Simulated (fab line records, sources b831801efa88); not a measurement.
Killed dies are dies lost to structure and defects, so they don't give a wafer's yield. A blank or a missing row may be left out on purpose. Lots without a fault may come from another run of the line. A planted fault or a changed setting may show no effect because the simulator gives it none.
Chamber matching | flow sky130 | SKY_VIA4_CMP_02 on cmp-01: 4 sister chambers
The step polishes SiO2. 4 wafers are shown with their chamber, then 7 later ones without.

WAFERS WITH THEIR CHAMBER
wafer  | chamber | motor_current_A (A)
L987.5 | 3       | 12.6
L988.1 | 0       | 11.0
L992.1 | 1       | 12.9
L992.5 | 2       | 10.9

WAFERS WITHOUT THEIR CHAMBER
wafer  | motor_current_A (A)
L992.6 | 13.7
L999.2 | 11.4
L999.5 | 13.4
L999.6 | 11.7
L103.3 | 12.2
L103.5 | 13.7
L103.6 | 11.2

WHICH CHAMBER EACH WENT THROUGH
wafer  | from the rows above               | in truth
L992.6 | can't be placed: 1 or 3           | 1
L999.2 | can't be placed: 0 or 2 or 3 or 1 | 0
L999.5 | can't be placed: 1 or 3           | 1
L999.6 | can't be placed: 0 or 2 or 3 or 1 | 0
L103.3 | can't be placed: 3 or 1 or 0 or 2 | 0
L103.5 | can't be placed: 1 or 3           | 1
L103.6 | can't be placed: 0 or 2           | 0
Placed correctly: 0 of 7. Can't be placed from these rows: 7 (the true chamber is among the candidates in 7). Placed wrongly: 0.
How it was worked out, from the rows above alone: a wafer's distance from a chamber is the root of the sum, over the readings, of the square of ((its reading less the chamber's mean) divided by the reading's scatter). The wafer belongs to the nearest chamber; if the next one is less than 2 further off, it can't be placed. A chamber's mean is the mean of its shown wafers. The scatter: with one shown wafer a chamber, the root of the mean of the squares of how far each hidden wafer lies from its nearest shown one.
